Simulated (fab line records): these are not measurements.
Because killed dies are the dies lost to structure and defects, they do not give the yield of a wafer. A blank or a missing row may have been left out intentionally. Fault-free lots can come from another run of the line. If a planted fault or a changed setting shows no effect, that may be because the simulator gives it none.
A struck lot beside a sound one | flow sky130 | 17 out of 708 route steps
Sound: the wafers L708.1, L708.4, L708.5. Wafers struck: L721.1, L721.2, L721.4. The cause is given at the end.
For every step that has rows: the tool of each side, followed by ch and its chambers, followed by its first start. Under that, the readings that differ: sound wafers | struck wafers | difference of the means | sigmas: that difference in standard deviations of wafers without a fault.
alike: words and numbers the same on both sides, and readings whose means are apart by under 2 such deviations; not compared: readings that were withheld, readings missing a value for some wafer, numbers with overlapping values and no deviation given by the record, and bounds like >300 which may hide the same value.
A row with sigmas, a row that says differs or no value, or rows on one side alone: a step with any of these is where the two part. Non-overlapping numbers with no deviation appear without sigmas and do not part them. A reading that every wafer of one side lacks parts them only if that side has two wafers or more.

first, 1 step without rows for these wafers: SKY_LDD_N_IMPLANT_15.
SKY_LDD_N_STRIP_16: strips in O2/N2.
  sound on plasma asher-02 ch 0,1, day 17 11:26; struck on plasma asher-04 ch 0,1, day 22 17:18
  alike: drypump motor current A, oes product au, strip time to endpoint s
  not compared: rf hours counter h
SKY_LDD_N_TW_MEAS_17:
  struck on film metro-03, day 22 17:24; sound on film metro-04, day 17 11:32
  alike: LDD_N_TW
then, 7 steps without rows for these wafers: SKY_LDD_P_DEHYDRATE_00 (time 60 s); SKY_LDD_P_HMDS_01 (prime time 60 s); SKY_LDD_P_COAT_02 (resist thk 1140 nm); SKY_LDD_P_SOFTBAKE_03 (time 60 s); SKY_LDD_P_EXPOSE_04 (exposes mask PSDM, target cd 380 nm); SKY_LDD_P_PEB_05; SKY_LDD_P_DEVELOP_06 (develop time 60 s).
SKY_LDD_P_CD_MEAS_07: target cd 380 nm.
  struck on cd sem-01, day 23 22:47; sound on cd sem-02, day 18 17:20
  alike: cd nm
SKY_LDD_P_OVL_MEAS_08:
  struck on overlay-01, day 23 22:55; sound on overlay-01, day 18 17:27
  alike: LDD_P_OVL
SKY_LDD_P_IMPLANT_09:
  sound on implanter-01 ch 0, day 18 17:29; struck on implanter-01 ch 0, day 23 22:57
  reading            | sound                          | struck                        | difference | sigmas
  dose ions cm2      | 9.989e+12 1.0004e+13 9.997e+12 | 7.931e+12 7.937e+12 7.921e+12 | -2.067e+12 | -99 or more
  faraday current uA | 56.9 56.8 58.9                 | 45.7 46.0 44.7                | -12.1      | -12
  alike: beam energy keV
SKY_LDD_P_STRIP_10: strips in O2/N2.
  sound on plasma asher-02 ch 0,1, day 18 17:38; struck on plasma asher-01 ch 0,1, day 23 23:06
  alike: drypump motor current A, oes product au, strip time to endpoint s
  not compared: rf hours counter h
SKY_LDD_P_TW_MEAS_11:
  struck on film metro-03, day 23 23:12; sound on film metro-03, day 18 17:44
  reading  | sound       | struck      | difference | sigmas
  LDD_P_TW | 636 640 640 | 585 581 587 | -54        | -14
then, 1 step without rows for these wafers: SKY_LDD_HVN_DEHYDRATE_00 (time 60 s).
-- here the record skips 25 days between the struck wafers' starts before and after, leaving off in module LDD_HVN and picking up in module PAD_OPEN (first step shown: number 708 of the route) --
SKY_PAD_OPEN_PROBE_99:
  struck on prober-01, day 49 00:13; sound on prober-02, day 45 14:31
  reading                           | sound           | struck            | difference | sigmas
  model.etest.tip p.rs ohm sq       | 6832 6812 6855  | 8458 8394 8419    | +1591      |
  model.etest.tip p.rs ohm sq range | 203.3 133.1 192 | 433.1 280.8 259.2 | +148.2     |
  alike: killed_at_M0_to_M3, killed_at_M4_up, killed at contacts, killed at front end, killed at other, killed dies, killed on rim, killed open, killed short

WHERE THEY PART
Last at SKY_LDD_P_TW_MEAS_11 as far as this record goes, first at SKY_LDD_P_IMPLANT_09. Later steps at which nothing parts them and some readings are alike: SKY_PAD_OPEN_PROBE_99.

WHY: what the simulator had put in
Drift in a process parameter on implanter-01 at SKY_LDD_P_IMPLANT_09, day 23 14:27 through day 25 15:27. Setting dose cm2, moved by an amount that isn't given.
